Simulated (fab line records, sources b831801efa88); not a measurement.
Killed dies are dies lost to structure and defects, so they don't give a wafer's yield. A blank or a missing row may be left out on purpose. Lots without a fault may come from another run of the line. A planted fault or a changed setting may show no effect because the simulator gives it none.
Tool commonality check | flow sky130 | 11 lots, 33 wafers sampled

WHY IT WAS OPENED
At SKY_PASSIVATION_THK_MEAS_01 the reading PASSIVATION_CVD_00_THK is flagged on 2 of 11 lots. Wafers without a fault read 90.3 nm, standard deviation 1.3.
Rule: a lot is flagged when every wafer of it that has a number lies more than 4 standard deviations from that mean, or none has a number. The other lots count as sound.

lot  | measured     | on            | PASSIVATION_CVD_00_THK (nm), wafer by wafer | flag
L368 | day 43 16:31 | film_metro-01 | 90.2 90.7 91.8                              |
L370 | day 44 18:13 | film_metro-03 | 91.5 91.3 91.0                              |
L371 | day 44 21:54 | film_metro-01 | 90.5 91.2 92.1                              |
L376 | day 46 08:43 | film_metro-04 | 88.2 88.8 90.7                              |
L377 | day 46 13:30 | film_metro-03 | 91.3 91.4 91.8                              |
L379 | day 46 18:58 | film_metro-04 | 89.3 91.0 90.9                              |
L378 | day 46 21:05 | film_metro-03 | 88.9 88.6 89.8                              |
L382 | day 47 17:31 | film_metro-03 | 90.0 90.3 91.5                              |
L384 | day 48 10:34 | film_metro-01 | 76.3 75.2 77.5                              | FLAGGED
L386 | day 48 10:53 | film_metro-04 | 76.6 78.8 77.5                              | FLAGGED
L388 | day 48 22:43 | film_metro-04 | 90.2 91.5 91.5                              |
The numbers of the flagged lots are 77.0 nm on average: -13.3 nm against the usual, or -10 standard deviations.

WHICH TOOL RAN EACH LOT
The record holds 2 process steps before the reading, out of a route of 708 steps. In each cell: the tool, then ch and the chambers that the sampled wafers went through, then the start.
lot  | flag    | SKY_METAL4_ETCH_16                | SKY_PASSIVATION_CVD_00
L368 |         | rie_metal-01 ch 0,1, day 41 14:22 | pecvd-03 ch 0,1, day 43 16:29
L370 |         | rie_metal-01 ch 0,1, day 42 17:25 | pecvd-03 ch 0,1,2, day 44 18:11
L371 |         | rie_metal-01 ch 0,1, day 42 21:49 | pecvd-03 ch 0,1,2, day 44 21:53
L376 |         | rie_metal-01 ch 0,1, day 44 10:34 | pecvd-01 ch 1,2, day 46 08:40
L377 |         | rie_metal-03 ch 0,1, day 44 15:44 | pecvd-03 ch 0,1, day 46 13:27
L379 |         | rie_metal-04 ch 0,1, day 44 22:02 | pecvd-03 ch 0,2, day 46 18:56
L378 |         | rie_metal-04 ch 0,1, day 44 23:18 | pecvd-02 ch 0,2, day 46 21:03
L382 |         | rie_metal-03 ch 0,1, day 45 21:28 | pecvd-01 ch 1,2, day 47 17:29
L384 | FLAGGED | rie_metal-04 ch 0,1, day 46 15:52 | pecvd-03 ch 1,2, day 48 10:33
L386 | FLAGGED | rie_metal-03 ch 0,1, day 46 16:31 | pecvd-03 ch 1,2, day 48 10:51
L388 |         | rie_metal-03 ch 0,1, day 47 04:34 | pecvd-01 ch 1,2, day 48 22:41
What these steps do:
- SKY_METAL4_ETCH_16: etches BARC in N2/H2, stops on SiO2, time 88.2 s, target depth 60 nm.
- SKY_PASSIVATION_CVD_00: deposits SiO2, target thk 90 nm.
- SKY_PASSIVATION_THK_MEAS_01

FLAGGED OVER TOTAL, TOOL BY TOOL (the gauges that took the reading come last)
step                        | tool          | lots run | flagged | share of the flagged lots | sound lots run after its first flagged lot
SKY_METAL4_ETCH_16          | rie_metal-01  | 4        | 0       | none                      | -
SKY_METAL4_ETCH_16          | rie_metal-03  | 4        | 1       | some                      | 1 (L388)
SKY_METAL4_ETCH_16          | rie_metal-04  | 3        | 1       | some                      | 0
SKY_PASSIVATION_CVD_00      | pecvd-01      | 3        | 0       | none                      | -
SKY_PASSIVATION_CVD_00      | pecvd-02      | 1        | 0       | none                      | -
SKY_PASSIVATION_CVD_00      | pecvd-03      | 7        | 2       | all                       | 0
SKY_PASSIVATION_THK_MEAS_01 | film_metro-01 | 3        | 1       | some                      | 0
SKY_PASSIVATION_THK_MEAS_01 | film_metro-03 | 4        | 0       | none                      | -
SKY_PASSIVATION_THK_MEAS_01 | film_metro-04 | 4        | 1       | some                      | 1 (L388)

WHAT THE TABLE ALLOWS
1 row of the table ran every flagged lot: pecvd-03 at SKY_PASSIVATION_CVD_00.
- pecvd-03 at SKY_PASSIVATION_CVD_00: 2 of its 7 lots flagged. Its last sound lot is L379 (day 46 18:56), its first flagged lot L384 (day 48 10:33): a fault that began between those two fits.
One tool is left: pecvd-03 at SKY_PASSIVATION_CVD_00.

WHAT THE SIMULATOR HAD PUT IN
Site profile drift: pecvd-03, from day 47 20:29 on, at SKY_PASSIVATION_CVD_00. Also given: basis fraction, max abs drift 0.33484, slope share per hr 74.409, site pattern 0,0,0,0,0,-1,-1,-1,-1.
Lots struck among those shown: L384, L386. The rule above found the same.
